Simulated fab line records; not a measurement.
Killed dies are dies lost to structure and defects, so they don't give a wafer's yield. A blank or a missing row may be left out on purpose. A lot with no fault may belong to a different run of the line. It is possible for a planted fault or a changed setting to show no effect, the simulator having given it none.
Matching of chambers	flow sky130	SKY_VIA3_ETCH_15 on rie-diel-02 has 4 sister chambers
The step etches SiO2 in C4F8/O2/Ar, stops on TiN, target depth 507 nm, time 78 s. 8 wafers are shown with their chamber, then 8 later ones without.

## WAFERS, EACH WITH ITS CHAMBER
wafer	chamber	oes-product-au (a.u.)
L081.1	3	0.945
L081.5	0	0.948
L084.1	2	0.952
L084.6	3	0.945
L086.4	1	0.938
L086.5	2	0.950
L086.6	0	0.953
L091.1	1	0.949

## WAFERS MISSING THEIR CHAMBER
wafer	oes-product-au (a.u.)
L091.2	0.952
L091.4	0.945
L094.1	0.939
L094.2	0.941
L094.3	0.946
L094.4	0.943
L094.5	0.940
L094.6	0.945

## WHICH CHAMBER EACH ONE RAN IN
wafer	from the rows above	in truth
L091.2	can't be placed: 2 or 0 or 3 or 1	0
L091.4	can't be placed: 3 or 1 or 0 or 2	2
L094.1	can't be placed: 1 or 3 or 0 or 2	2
L094.2	can't be placed: 1 or 3 or 0 or 2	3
L094.3	can't be placed: 3 or 1 or 0 or 2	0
L094.4	can't be placed: 1 or 3 or 0 or 2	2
L094.5	can't be placed: 1 or 3 or 0 or 2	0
L094.6	can't be placed: 3 or 1 or 0 or 2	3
Placed correctly: 0 of 8. From these rows, 8 cannot be placed; in 8 the true chamber is one of the candidates. 0 placed wrongly.
How it was worked out, from the rows above alone: a wafer's distance from a chamber is the root of the sum, over the readings, of the square of ((its reading less the chamber's mean) divided by the reading's scatter). The wafer belongs to the nearest chamber; if the next one is less than 2 further off, it can't be placed. A chamber's mean is the mean of its shown wafers. How the scatter is found: for the shown wafers, subtract from each reading the mean of its chamber, square and add these, divide the total by (wafers less chambers), then take the root.
